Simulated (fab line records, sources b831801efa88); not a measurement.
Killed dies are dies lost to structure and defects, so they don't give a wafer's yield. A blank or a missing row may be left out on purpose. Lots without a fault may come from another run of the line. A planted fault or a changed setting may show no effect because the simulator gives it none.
One fault seen from 2 desks | flow gf180mcu | each desk has only its own numbers; what lay behind them comes last

THE METROLOGY DESK
What the gauges read, lot by lot, whatever tool the lot ran on: means of the sampled wafers that have a number. A lot is out of limits, marked OUT, if its mean lies more than 4 standard deviations from the usual mean; the brackets give that distance.
Columns: A = CONTACT_CVD_00_THK at GF_CONTACT_THK_MEAS_01, usual 301 nm; B = CONTACT_W_THK at GF_CONTACT_THK_MEAS_26, usual 307 nm; C = V1_CVD_02_THK at GF_V1_THK_MEAS_03, usual 852 nm
lot  | first seen here | A   | B   | C
L719 | day 15 00:55    | 296 | 308 | 853
L722 | day 16 05:10    | 298 | 308 | 859
L723 | day 16 12:42    | 296 | 309 | 862
L724 | day 16 19:25    | 301 | 301 | 849
L725 | day 17 06:58    | 299 | 310 | 853
L726 | day 17 16:46    | 300 | 304 | 852
L727 | day 18 04:17    | 304 | 306 | 860
L729 | day 18 23:23    | 303 | 309 | 850
L730 | day 19 05:32    | 298 | 308 | 832
L731 | day 19 16:32    | 303 | 306 | 850
L732 | day 20 02:37    | 302 | 311 | 847
L733 | day 20 09:21    | 308 | 306 | 862
L737 | day 21 17:50    | 303 | 306 | 869
L739 | day 22 04:32    | 301 | 307 | 869
This desk's finding: nothing out of limits on any of the 14 lots.

THE TOOL OWNER'S DESK: wet_bench-03
The tool's own readings at GF_STI_WET_ETCH_26 (etches SiO2 in dHF, target depth 94 nm, time 188 s): means of the sampled wafers that have a number, for each lot that ran on this tool. A lot is out of limits, marked OUT, if its mean lies more than 4 standard deviations from the usual mean; the brackets give that distance.
Columns: A = run_length_s at GF_STI_WET_ETCH_26, usual 217 s
lot  | first seen here | A
L723 | day 3 00:58     | 215
L724 | day 3 06:07     | 215
L727 | day 3 20:34     | 223
L737 | day 6 01:32     | 108 (-27) OUT
L739 | day 6 10:40     | 111 (-26) OUT
This desk's finding: out of limits on L737, L739; first on L737, day 6 01:32 (run_length_s at GF_STI_WET_ETCH_26). In limits: L723, L724, L727.

PUT TOGETHER
The tool owner's desk could have raised an alarm at day 6 01:32, on L737, L739.
The metrology desk saw nothing out of limits.
The metrology desk has L737, L739 on record, within its limits.
Of the lots named, all ran GF_STI_WET_ETCH_26 on wet_bench-03.

WHAT THE SIMULATOR HAD PUT IN
Process parameter drift: wet_bench-03, from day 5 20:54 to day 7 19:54, at GF_STI_WET_ETCH_26. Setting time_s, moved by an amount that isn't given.
Lots struck among those shown: L737, L739.
Hours from the fault's start to each desk's first reading out of limits: the tool owner's desk, 5.
